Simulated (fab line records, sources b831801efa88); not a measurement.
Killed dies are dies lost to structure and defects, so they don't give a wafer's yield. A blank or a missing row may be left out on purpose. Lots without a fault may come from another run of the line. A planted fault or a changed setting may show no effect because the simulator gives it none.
One fault seen from 2 desks | flow gf180mcu | each desk has only its own numbers; what lay behind them comes last

THE TOOL OWNER'S DESK: implanter-04
The tool's own readings at GF_HV_LDD_IMPLANT_48: means of the sampled wafers that have a number, for each lot that ran on this tool. A lot is out of limits, marked OUT, if its mean lies more than 4 standard deviations from the usual mean; the brackets give that distance.
Columns: A = dose_ions_cm2 at GF_HV_LDD_IMPLANT_48, usual 3e+13; B = faraday_current_uA at GF_HV_LDD_IMPLANT_48, usual 170; C = tilt_deg at GF_HV_LDD_IMPLANT_48, usual 6.996 degrees
lot  | first seen here | A                       | B             | C
L208 | day 13 02:25    | 3e+13                   | 164           | 6.991
L212 | day 14 06:10    | 3e+13                   | 168           | 6.986
L213 | day 14 13:58    | 2e+13 (-99 or more) OUT | 114 (-16) OUT | 6.979
L214 | day 14 23:07    | 2e+13 (-99 or more) OUT | 114 (-16) OUT | 6.972
L221 | day 17 08:10    | 3e+13                   | 168           | 6.986
L222 | day 17 18:59    | 3e+13                   | 171           | 6.991
L224 | day 18 07:05    | 3e+13                   | 169           | 7.025
L225 | day 18 18:19    | 3e+13                   | 164           | 7.000
L226 | day 18 22:29    | 3e+13                   | 170           | 6.996
L227 | day 19 06:58    | 3e+13                   | 169           | 6.987
This desk's finding: out of limits on L213, L214; first on L213, day 14 13:58 (dose_ions_cm2 at GF_HV_LDD_IMPLANT_48). In limits: L208, L212, L221, L222, L224, L225, L226, L227.

THE METROLOGY DESK
What the gauges read, lot by lot, whatever tool the lot ran on: means of the sampled wafers that have a number. A lot is out of limits, marked OUT, if its mean lies more than 4 standard deviations from the usual mean; the brackets give that distance.
Columns: A = HV_LDD_4_TW at GF_HV_LDD_TW_MEAS_50, usual 570
lot  | first seen here | A
L207 | day 12 19:30    | 566
L208 | day 13 02:40    | 571
L212 | day 14 06:25    | 567
L213 | day 14 14:11    | 504 (-22) OUT
L214 | day 14 23:21    | 503 (-22) OUT
L221 | day 17 08:24    | 570
L222 | day 17 19:14    | 576
L224 | day 18 07:19    | 569
L225 | day 18 18:33    | 569
L226 | day 18 22:44    | 567
L227 | day 19 07:13    | 569
L228 | day 19 17:38    | 570
L229 | day 20 08:05    | 569
L223 | day 21 05:23    | 572
This desk's finding: out of limits on L213, L214; first on L213, day 14 14:11 (HV_LDD_4_TW at GF_HV_LDD_TW_MEAS_50). In limits: L207, L208, L212, L221, L222, L224, L225, L226, L227, L228, L229, L223.

PUT TOGETHER
The tool owner's desk could have raised an alarm at day 14 13:58, on L213, L214.
The metrology desk could have raised an alarm at day 14 14:11, on L213, L214.
Of the lots named, all ran GF_HV_LDD_IMPLANT_48 on implanter-04.

WHAT THE SIMULATOR HAD PUT IN
Process parameter drift: implanter-04, from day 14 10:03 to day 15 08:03, at GF_HV_LDD_IMPLANT_48. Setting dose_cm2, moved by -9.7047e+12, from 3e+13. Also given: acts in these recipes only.
Lots struck among those shown: L213, L214.
Hours from the fault's start to each desk's first reading out of limits: the tool owner's desk, 4; the metrology desk, 4.
